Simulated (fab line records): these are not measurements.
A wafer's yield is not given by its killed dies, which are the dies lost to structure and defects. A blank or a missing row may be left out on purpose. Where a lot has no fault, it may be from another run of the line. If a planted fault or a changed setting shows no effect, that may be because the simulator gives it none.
fab line records	flow sky130
record lots=6	wafers=16	last_day=50
route steps=708 shown SD_N@352 SD_P@359 RES_XHIGH@360 SALICIDE@361 LI_CONTACT@362 PAD_OPEN@708
lots that met no fault: from a run of the same line without faults
start_h: hours from the record's opening day to when the first of the lot's shown wafers began	wait_h: hours from the lot's prior step to this one	" the same as in the row above	L1.1+2: a single row standing in for several wafers	- no value present, or no start provided	* or withheld: withheld	< > ~ a bound
route shown NAME@n: names a module that has steps shown in the file, with the first one's number in the route	usual: mean and standard deviation over wafers with no fault	same: alike in all rows	chamber/n: place in a boat	sites: per-site readings	_std_site: the values' standard deviation	_edge_site: the outer-site mean with the inner-site mean subtracted	radius_mm: for every site, how far away it sits from the centre of the wafer	mask NAME#n: copy n	behind: the most recent tool/chamber to have shaped the wafer	hold: the reason the lot was held/the length of the hold in hours/how it ended	device: names the non-switching transistor (n, p or np)	end of line: the route-end tests of the same wafers	where a step has no rows: the recipe by itself	killed: the dies lost at the first sort to structure and to defects; this is not the yield of the wafer	map: dies across one wafer; x = killed, . = not, _ = none there
set.NAME: the run value of the setting; set.NAME@STEP: its run value at that earlier step	model.NAME: the simulator's own value behind a step, which no gauge read
a table for each step, a row for each wafer; lots at some steps of the route
services: the hour from which a tool's chamber was out of use, counted from the record's first day as start_h (under 0 if before that day), plus the number of hours and why
## steps
# step SKY_SD_N_IMPLANT_10
# recipe species=P	energy_kev=20	dose_cm2=1e+14	tilt_deg=0
# step SKY_SD_N_STRIP_11
# recipe chemistry=O2/N2	power_w=1400	pressure_mtorr=1500	platen_temp_c=withheld	o2_flow_sccm=3000	n2_flow_sccm=300	overash_fraction=0.5
# usual drypump_motor_current_A=5.8/0.6	oes_product_au=0.528/0.0043	strip_time_to_endpoint_s=22.55/0.033
# same overash_fraction=0.5
lot.wafer	tool	chamber	start_h	wait_h	drypump_motor_current_A	oes_product_au	rf_hours_counter_h	strip_time_to_endpoint_s
L458.3	plasma_asher-04	0	685.28	0.1	5.2	0.530	-	22.58
L458.5	"	1	"	"	6.5	0.527	-	22.54
L458.6	"	0	"	"	5.2	0.536	-	22.56
L459.3	plasma_asher-02	1	767.68	0.2	5.4	0.524	-	22.56
L459.5	"	0	"	"	6.7	0.520	-	22.54
L459.6	"	1	"	"	5.4	0.526	-	22.62
L468.3	plasma_asher-04	0	781.08	0.1	5.2	0.525	-	22.56
L468.5	"	0	"	"	5.2	0.526	-	22.54
L470.1	plasma_asher-01	1	781.30	0.1	5.6	0.522	62	22.49
L470.3	"	1	"	"	5.6	0.534	-	22.52
L474.1	plasma_asher-01	1	793.21	0.1	5.6	0.517	63	22.56
L474.3	"	0	"	"	5.3	0.531	-	22.56
L474.4	"	1	"	"	5.6	0.523	-	22.57
L477.1	plasma_asher-01	1	807.51	0.1	5.6	0.533	65	22.55
L477.3	"	0	"	"	5.3	0.537	-	22.54
L477.6	"	1	"	"	5.6	0.529	-	22.52
# step SKY_SD_N_TW_MEAS_12
# usual SD_N_TW=3969/16
lot.wafer	tool	chamber	start_h	wait_h	SD_N_TW
L458.3	film_metro-02	-	685.37	0.1	3945
L458.5	"	-	"	"	3951
L458.6	"	-	"	"	3962
L459.3	film_metro-04	-	767.77	0.1	3956
L459.5	"	-	"	"	3980
L459.6	"	-	"	"	3956
L468.3	film_metro-03	-	781.17	0.1	4000
L468.5	"	-	"	"	3995
L470.1	film_metro-03	-	781.40	0.1	3992
L470.3	"	-	"	"	3963
L474.1	film_metro-02	-	793.31	0.1	3962
L474.3	"	-	"	"	3967
L474.4	"	-	"	"	3963
L477.1	film_metro-04	-	807.61	0.1	3980
L477.3	"	-	"	"	3971
L477.6	"	-	"	"	3954
# step SKY_SD_N_CLEAN_13
# recipe chemistry=SC1/SC2	mix=1:4:20	temp_c=70	time_s=150	dry=n2_spin
# step SKY_SD_N_RTA_14
# recipe temp_c=1075	time_s=2	idle_temp_c=650	ramp_up_c_per_s=150	ramp_down_c_per_s=90	ambient=N2
# usual lamp_power_pct=15.73/0.048	wafer_temp_C_max=1078.0/1.3
lot.wafer	tool	chamber	start_h	wait_h	lamp_power_pct	wafer_temp_C_max
L458.3	rtp_anneal-02	0	685.47	0.0	15.70	1081.1
L458.5	"	0	"	"	15.67	1081.1
L458.6	"	0	"	"	15.67	1078.6
L459.3	rtp_anneal-01	0	767.87	0.0	15.71	1080.6
L459.5	"	0	"	"	15.67	1078.7
L459.6	"	0	"	"	15.73	1077.9
L468.3	rtp_anneal-01	0	781.27	0.0	15.72	1078.0
L468.5	"	0	"	"	15.77	1077.7
L470.1	rtp_anneal-02	0	781.51	0.0	15.68	1076.0
L470.3	"	0	"	"	15.68	1077.6
L474.1	rtp_anneal-02	0	793.42	0.0	15.82	1076.2
L474.3	"	0	"	"	15.75	1077.8
L474.4	"	0	"	"	15.76	1076.7
L477.1	rtp_anneal-01	0	807.72	0.0	15.69	1077.3
L477.3	"	0	"	"	15.67	1077.2
L477.6	"	0	"	"	15.72	1080.6
# step SKY_SD_N_RS_MEAS_16
# recipe thk_meas_gauge=four-point-probe
# usual SD_N_RS=68.58/0.12
lot.wafer	tool	chamber	start_h	wait_h	SD_N_RS[ohm/sq]
L458.3	film_metro-03	-	685.67	0.1	68.40
L458.5	"	-	"	"	68.50
L458.6	"	-	"	"	68.54
L459.3	film_metro-03	-	768.07	0.1	68.52
L459.5	"	-	"	"	68.51
L459.6	"	-	"	"	68.64
L468.3	film_metro-04	-	781.47	0.1	68.70
L468.5	"	-	"	"	68.83
L470.1	film_metro-02	-	781.69	0.1	68.65
L470.3	"	-	"	"	68.87
L474.1	film_metro-03	-	793.59	0.1	68.45
L474.3	"	-	"	"	68.38
L474.4	"	-	"	"	68.52
L477.1	film_metro-03	-	807.90	0.1	68.56
L477.3	"	-	"	"	68.66
L477.6	"	-	"	"	68.44
# step SKY_SD_N_RS_MEAS_17
# recipe thk_meas_gauge=four-point-probe
# usual SD_P_RS=147.2/0.38
lot.wafer	tool	chamber	start_h	wait_h	SD_P_RS[ohm/sq]
L458.3	film_metro-03	-	685.79	0.1	147.3
L458.5	"	-	"	"	146.8
L458.6	"	-	"	"	146.7
L459.3	film_metro-03	-	768.19	0.1	146.9
L459.5	"	-	"	"	147.0
L459.6	"	-	"	"	147.4
L468.3	film_metro-04	-	781.59	0.1	147.4
L468.5	"	-	"	"	147.9
L470.1	film_metro-02	-	781.81	0.1	147.6
L470.3	"	-	"	"	147.7
L474.1	film_metro-03	-	793.71	0.1	147.1
L474.3	"	-	"	"	147.4
L474.4	"	-	"	"	147.4
L477.1	film_metro-03	-	808.02	0.1	146.9
L477.3	"	-	"	"	147.3
L477.6	"	-	"	"	146.6
# step SKY_SD_N_RS_MEAS_18
# recipe thk_meas_gauge=four-point-probe
# usual RES_XHIGH_RS=333.4/1.2
lot.wafer	tool	chamber	start_h	wait_h	RES_XHIGH_RS[ohm/sq]
L458.3	film_metro-03	-	685.91	0.1	331.2
L458.5	"	-	"	"	331.9
L458.6	"	-	"	"	332.4
L459.3	film_metro-03	-	768.31	0.1	333.2
L459.5	"	-	"	"	334.3
L459.6	"	-	"	"	334.7
L468.3	film_metro-04	-	781.71	0.1	335.0
L468.5	"	-	"	"	332.9
L470.1	film_metro-02	-	781.93	0.1	330.9
L470.3	"	-	"	"	331.5
L474.1	film_metro-03	-	793.83	0.1	333.8
L474.3	"	-	"	"	332.7
L474.4	"	-	"	"	333.4
L477.1	film_metro-03	-	808.14	0.1	333.3
L477.3	"	-	"	"	334.3
L477.6	"	-	"	"	333.1
# step SKY_SALICIDE_CLEAN_00
# recipe chemistry=HF-last	time_s=30	dilution=100:1	dry=ipa_marangoni
# step SKY_LI_CONTACT_HDPCVD_00
# recipe material=PSG	target_thk_nm=930	sigma_open_frac=0.3	time_s=155	temp_c=600	sih4_flow_sccm=60	pressure_mtorr=6
# step SKY_LI_CONTACT_THK_MEAS_01
# recipe reads=PSG_of_LI_CONTACT_HDPCVD_00
# usual LI_CONTACT_HDPCVD_THK=931/8.7
lot.wafer	tool	chamber	start_h	wait_h	LI_CONTACT_HDPCVD_THK[nm]
L458.3	film_metro-02	-	686.13	0.1	924
L458.5	"	-	"	"	932
L458.6	"	-	"	"	934
L459.3	film_metro-04	-	768.53	0.1	921
L459.5	"	-	"	"	930
L459.6	"	-	"	"	916
L468.3	film_metro-03	-	781.93	0.1	939
L468.5	"	-	"	"	943
L470.1	film_metro-03	-	782.17	0.1	954
L470.3	"	-	"	"	937
L474.1	film_metro-02	-	794.07	0.1	923
L474.3	"	-	"	"	918
L474.4	"	-	"	"	933
L477.1	film_metro-02	-	808.38	0.1	949
L477.3	"	-	"	"	929
L477.6	"	-	"	"	950
# step SKY_LI_CONTACT_CMP_02
# recipe material=PSG	down_force_psi=4	platen_rpm=60	pad_velocity_m_s=0.94248
# usual motor_current_A=11.8/1.1	time_to_endpoint_s=32/3.9
lot.wafer	tool	chamber	start_h	wait_h	motor_current_A	time_to_endpoint_s
L458.3	cmp-02	1	686.27	0.1	11.4	31
L458.6	"	3	"	"	12.1	40
L458.5	"	0	"	"	10.6	39
L459.3	cmp-02	3	768.72	0.2	12.2	31
L459.5	"	0	"	"	10.3	34
L459.6	"	1	"	"	11.3	26
L468.3	cmp-02	2	782.12	0.2	12.0	14
L468.5	"	3	"	"	12.2	36
L470.1	cmp-02	0	782.27	0.1	10.5	39
L470.3	"	2	"	"	11.3	13
L474.4	cmp-01	0	794.13	0.0	13.7	31
L474.3	"	1	"	"	10.5	30
L474.1	"	2	"	"	14.0	34
L477.1	cmp-01	1	808.49	0.1	10.6	35
L477.3	"	3	"	"	12.0	29
L477.6	"	1	"	"	10.7	34
# step SKY_LI_CONTACT_BOW_MEAS_03
# recipe mode=bow
# usual LI_CONTACT_BOW=56/6.7
lot.wafer	tool	chamber	start_h	wait_h	LI_CONTACT_BOW[um]
L458.3	film_metro-02	-	686.51	0.2	42
L458.5	"	-	"	"	47
L458.6	"	-	"	"	46
L459.3	film_metro-03	-	768.91	0.1	63
L459.5	"	-	"	"	59
L459.6	"	-	"	"	59
L468.3	film_metro-02	-	782.31	0.1	54
L468.5	"	-	"	"	57
L470.1	film_metro-02	-	782.57	0.2	57
L470.3	"	-	"	"	57
L474.1	film_metro-02	-	794.43	0.1	59
L474.3	"	-	"	"	70
L474.4	"	-	"	"	70
L477.1	film_metro-03	-	808.74	0.2	61
L477.3	"	-	"	"	51
L477.6	"	-	"	"	50
# step SKY_PAD_OPEN_PROBE_99
# usual killed_at_M0_to_M3=42/7.3	killed_at_M4_up=3.4/2	killed_at_contacts=24/5.8	killed_at_front_end=15/4.6	killed_at_other=0.3/0.62	killed_dies=84/9.8	killed_open=47/6.9	killed_short=38/6.3
# same gross_dies=492	killed_at_back_side=0
lot.wafer	tool	chamber	start_h	wait_h	killed_at_M0_to_M3	killed_at_M4_up	killed_at_contacts	killed_at_front_end	killed_at_other	killed_dies	killed_open	killed_short
L458.3	prober-01	-	1102.36	0.2	37	4	17	17	0	75	34	41
L458.5	prober-01	-	1102.46	0.2	34	3	17	19	0	73	39	34
L458.6	prober-01	-	1102.51	0.2	46	3	19	21	0	89	51	38
L459.3	prober-02	-	1165.30	0.2	50	1	23	13	0	87	51	36
L459.5	prober-02	-	1165.40	0.2	34	1	23	10	2	70	31	39
L459.6	prober-02	-	1165.45	0.2	43	2	28	13	0	86	53	33
L468.3	prober-02	-	1173.05	0.2	41	5	21	22	0	89	55	34
L468.5	prober-02	-	1173.15	0.2	37	2	17	9	0	65	33	32
L470.1	prober-02	-	1175.91	0.1	34	6	25	9	1	75	47	27
L470.3	prober-02	-	1176.01	0.2	54	2	25	9	0	90	48	42
L474.1	prober-02	-	1180.43	0.1	42	3	24	10	0	79	44	35
L474.3	prober-02	-	1180.53	0.2	33	3	31	23	1	91	52	39
L474.4	prober-02	-	1180.58	0.2	42	3	29	15	1	90	48	42
L477.1	prober-01	-	1189.01	0.1	41	5	22	15	1	84	46	38
L477.3	prober-01	-	1189.11	0.2	50	1	21	14	0	86	57	29
L477.6	prober-01	-	1189.26	0.2	51	2	19	11	0	83	47	36
# killed by level:class
L458.3 METAL1:geometric_particle:short=9 VIA1:geometric_particle:open=8 POLY_GATE:geometric_particle:short=6 CONTACT:geometric_particle:open=6 METAL2:geometric_particle:short=6 LI_CONTACT:geometric_particle:open=5 POLY_CUT:geometric_particle:short=4 POLY_GATE:geometric_particle:open=3
L458.5 CONTACT:geometric_particle:open=7 POLY_GATE:geometric_particle:short=6 METAL1:geometric_particle:short=5 FIELD_ISO:geometric_particle:open=4 VIA2:geometric_particle:open=4 VIA1:geometric_particle:open=4 METAL3:geometric_particle:short=4 POLY_GATE:geometric_particle:open=3
L458.6 VIA1:geometric_particle:open=13 CONTACT:geometric_particle:open=7 METAL1:geometric_particle:short=7 POLY_GATE:geometric_particle:short=6 VIA3:geometric_particle:open=6 METAL2:geometric_particle:short=5 POLY_GATE:geometric_particle:open=5 VIA2:geometric_particle:open=5
L459.3 VIA1:geometric_particle:open=13 VIA3:geometric_particle:open=9 VIA2:geometric_particle:open=7 CONTACT:geometric_particle:open=7 CONTACT:geometric_particle:short=6 POLY_GATE:geometric_particle:open=4 LI_CONTACT:geometric_particle:short=4 LI_CONTACT:geometric_particle:open=4
L459.5 LI_CONTACT:geometric_particle:open=9 VIA1:geometric_particle:open=8 FIELD_ISO:geometric_particle:short=6 METAL2:geometric_particle:short=6 VIA3:geometric_particle:open=5 CONTACT:geometric_particle:short=5 VIA1:geometric_particle:short=5 CONTACT:geometric_particle:open=4
L459.6 VIA1:geometric_particle:open=11 CONTACT:geometric_particle:open=9 LI_CONTACT:geometric_particle:open=8 VIA2:geometric_particle:open=7 CONTACT:geometric_particle:short=6 VIA1:geometric_particle:short=6 METAL2:geometric_particle:short=5 POLY_GATE:geometric_particle:open=4
L468.3 VIA1:geometric_particle:open=11 CONTACT:geometric_particle:open=10 FIELD_ISO:geometric_particle:open=8 POLY_GATE:geometric_particle:open=5 METAL2:geometric_particle:short=5 VIA2:geometric_particle:open=5 VIA3:geometric_particle:open=5 FIELD_ISO:geometric_particle:short=4
L468.5 VIA3:geometric_particle:open=8 VIA1:geometric_particle:open=7 LI_CONTACT:geometric_particle:open=6 METAL1:geometric_particle:short=5 CONTACT:geometric_particle:short=4 VIA2:geometric_particle:open=4 FIELD_ISO:geometric_particle:short=3 LOCAL_INTERCONNECT:geometric_particle:short=3
L470.1 CONTACT:geometric_particle:open=10 LI_CONTACT:geometric_particle:open=8 VIA1:geometric_particle:open=7 VIA3:geometric_particle:open=7 VIA2:geometric_particle:open=6 LOCAL_INTERCONNECT:geometric_particle:short=5 METAL4:geometric_particle:short=5 POLY_GATE:geometric_particle:open=3
L470.3 VIA1:geometric_particle:open=14 CONTACT:geometric_particle:open=9 LI_CONTACT:geometric_particle:open=8 VIA2:geometric_particle:open=8 METAL1:geometric_particle:short=7 VIA1:geometric_particle:short=6 VIA3:geometric_particle:open=6 LOCAL_INTERCONNECT:geometric_particle:short=5
L474.1 VIA1:geometric_particle:open=11 LI_CONTACT:geometric_particle:open=9 METAL1:geometric_particle:short=8 CONTACT:geometric_particle:open=6 CONTACT:geometric_particle:short=6 VIA2:geometric_particle:open=6 VIA1:geometric_particle:short=5 POLY_GATE:geometric_particle:open=4
L474.3 VIA1:geometric_particle:open=13 CONTACT:geometric_particle:open=11 POLY_GATE:geometric_particle:short=9 LI_CONTACT:geometric_particle:open=7 POLY_GATE:geometric_particle:open=6 LOCAL_INTERCONNECT:geometric_particle:short=5 CONTACT:geometric_particle:short=5 VIA2:geometric_particle:open=5
L474.4 VIA1:geometric_particle:open=11 LI_CONTACT:geometric_particle:open=10 CONTACT:geometric_particle:short=8 CONTACT:geometric_particle:open=7 POLY_GATE:geometric_particle:open=5 METAL2:geometric_particle:short=5 VIA3:geometric_particle:open=5 LI_CONTACT:geometric_particle:short=4
L477.1 CONTACT:geometric_particle:open=10 VIA1:geometric_particle:open=8 VIA2:geometric_particle:open=6 METAL3:geometric_particle:short=5 CONTACT:geometric_particle:short=5 METAL1:geometric_particle:short=5 VIA3:geometric_particle:open=5 FIELD_ISO:geometric_particle:short=4
L477.3 VIA2:geometric_particle:open=16 CONTACT:geometric_particle:open=10 VIA1:geometric_particle:short=9 VIA1:geometric_particle:open=9 FIELD_ISO:geometric_particle:open=5 LI_CONTACT:geometric_particle:open=5 VIA3:geometric_particle:open=5 CONTACT:geometric_particle:short=3
L477.6 VIA1:geometric_particle:open=14 VIA3:geometric_particle:open=9 LI_CONTACT:geometric_particle:open=7 VIA2:geometric_particle:open=7 CONTACT:geometric_particle:short=6 VIA1:geometric_particle:short=5 FIELD_ISO:geometric_particle:open=4 LOCAL_INTERCONNECT:geometric_particle:short=4
## services
tool	chamber	start_h	hours	kind
plasma_asher-02	-	674.39	2.8	pm
plasma_asher-04	-	733.83	9.0	pm
plasma_asher-04	0	733.83	9.0	vent_cycle
plasma_asher-04	1	733.83	9.0	vent_cycle
plasma_asher-04	0	742.83	-	clean
plasma_asher-04	1	742.83	-	clean
cmp-02	-	744.04	4.0	pm
cmp-02	-	748.04	-	consumable_replace:conditioner
cmp-02	-	748.04	-	consumable_replace:pad
cmp-02	-	771.87	0.7	repair
cmp-01	-	781.09	6.2	pm
cmp-01	-	797.86	0.8	repair
## key
first_sign step=SKY_LI_CONTACT_CMP_02	reading=time_to_endpoint_s	direction=down	sigmas=4.6	usual=*	struck=*
effect none on later readings
met_at SKY_LI_CONTACT_CMP_02
struck_wafers L468.3,L470.3
tester_left_out L468,L470
onset_between 768.72 782.12
fault kind=process_parameter_drift	tool=cmp-02	chamber=-	onset_h=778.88	steps=SKY_LI_CONTACT_CMP_02	channel=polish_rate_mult	offset=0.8	shape=step	end_h=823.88	scope=struck_wafers_only
# tester_left_out: of these lots the tester's yield and bins aren't shown, on N5 and GAA mostly nor the transistor test; their killed dies are dies lost to structure and defects alone, not to doping, threshold or leakage, so they don't give the yield
